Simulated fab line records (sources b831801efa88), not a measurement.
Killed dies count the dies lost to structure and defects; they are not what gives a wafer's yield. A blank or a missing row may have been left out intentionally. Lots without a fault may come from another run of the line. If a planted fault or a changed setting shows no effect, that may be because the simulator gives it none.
Struck lot and sound lot, side by side / flow gf180mcu / 17 out of 602 route steps
Sound: wafers L107.1, L107.2, L107.3. Struck: wafer L121.6. (L121.3, L121.4 of the same lot were not struck and are left out.) The cause comes at the end.
Each step with rows lists, per side, the tool, then ch with its chambers, then its first start. Under that, the readings that differ: sound wafers / struck wafers / difference of the means / sigmas: that difference in standard deviations of wafers without a fault.
alike: readings with means less than 2 such deviations apart, plus words and numbers identical on both sides. not compared: withheld readings, readings lacking a value on some wafer, bounds such as >300 that could conceal the same value, and numbers that have no deviation in the record and whose values overlap.
A row with sigmas, a row that says differs or no value, or rows on one side alone: a step with any of these is where the two part. Numbers that have no deviation but don't overlap get no sigmas and don't part them. A reading that every wafer of one side lacks parts them only if that side has two wafers or more.

first, 4 steps without rows for these wafers: GF_M2_SOFTBAKE_10 (time 60 s); GF_M2_EXPOSE_11 (exposes mask Metal2, target cd 280 nm); GF_M2_PEB_12 (peb time 90 s); GF_M2_DEVELOP_13 (develop time 60 s).
GF_M2_CD_MEAS_14: the cd target is 280 nm.
  sound on cdSem-01, day 18 18:10; struck on cdSem-01, day 24 11:35
  alike: cdNm
GF_M2_OVL_MEAS_15:
  sound on overlay-02, day 18 18:17; struck on overlay-02, day 24 11:40
  alike: M2_OVL
GF_M2_METAL_ETCH_16: etches the open film in Cl2/BCl3, stops on SiO2, target depth 627.5 nm, time 104.6 s.
  sound on rieMetal-03 ch 0,1, day 18 18:20; struck on rieMetal-02 ch 0, day 24 11:44
  alike: drypumpMotorCurrentA, oesProductAu, throttleValvePct
  not compared: rfHoursCounterH
GF_M2_STRIP_17: strips in O2/N2.
  sound on plasmaAsher-04 ch 0,1, day 18 18:26; struck on plasmaAsher-04 ch 1, day 24 11:50
  alike: drypumpMotorCurrentA, heaterPowerW, n2FlowSccm, oesProductAu, stripTimeToEndpointS
  not compared: rfHoursCounterH
then, 3 steps without rows for these wafers: GF_M2_STRIP_18 (strips in post etch residue remover, time 1200 s); GF_M2_CLEAN_19 (cleans in DIW); GF_V2_CVD_00 (deposits SiO2, target thk 600 nm, time 100 s).
GF_V2_THK_MEAS_01:
  sound on filmMetro-03, day 18 19:03; struck on filmMetro-01, day 24 12:26
  alike: V2_CVD_00_THK
GF_V2_CVD_02: deposits SiO2 from TEOS, target thk 850 nm, time 94.851 s.
  sound on pecvd-01 ch 0,1,2, day 18 19:07; struck on pecvd-02 ch 1, day 24 12:28
reading=model.SiO2_of_V2_CVD_02.thkNm (nm); sound=847.5 846.5 858; struck=1268; difference=+417; sigmas=
  alike: heaterPowerW
GF_V2_THK_MEAS_03:
  sound on filmMetro-02, day 18 19:11; struck on filmMetro-03, day 24 12:34
reading=V2_CVD_02_THK (nm); sound=848 846 857; struck=1267; difference=+417; sigmas=+32
GF_V2_CMP_04: polishes SiO2.
  sound on cmp-01 ch 0,1,3, day 18 19:14; struck on cmp-02 ch 1, day 24 12:36
reading=timeToEndpointS (s); sound=79 74 80; struck=235; difference=+157; sigmas=+26
  alike: edgeZonePressureFrac, motorCurrentA
GF_V2_BOW_MEAS_05:
  sound on filmMetro-01, day 18 19:32; struck on filmMetro-01, day 24 12:56
  alike: V2_BOW
GF_PASSIVATION_PROBE_99:
  rows exist in the record for the sound wafers here (prober-01, day 28 16:42), none for the struck ones

## WHERE THEY PART
At GF_V2_THK_MEAS_03 first; at GF_PASSIVATION_PROBE_99 last (within this record only).

WHY: what had been put in by the simulator
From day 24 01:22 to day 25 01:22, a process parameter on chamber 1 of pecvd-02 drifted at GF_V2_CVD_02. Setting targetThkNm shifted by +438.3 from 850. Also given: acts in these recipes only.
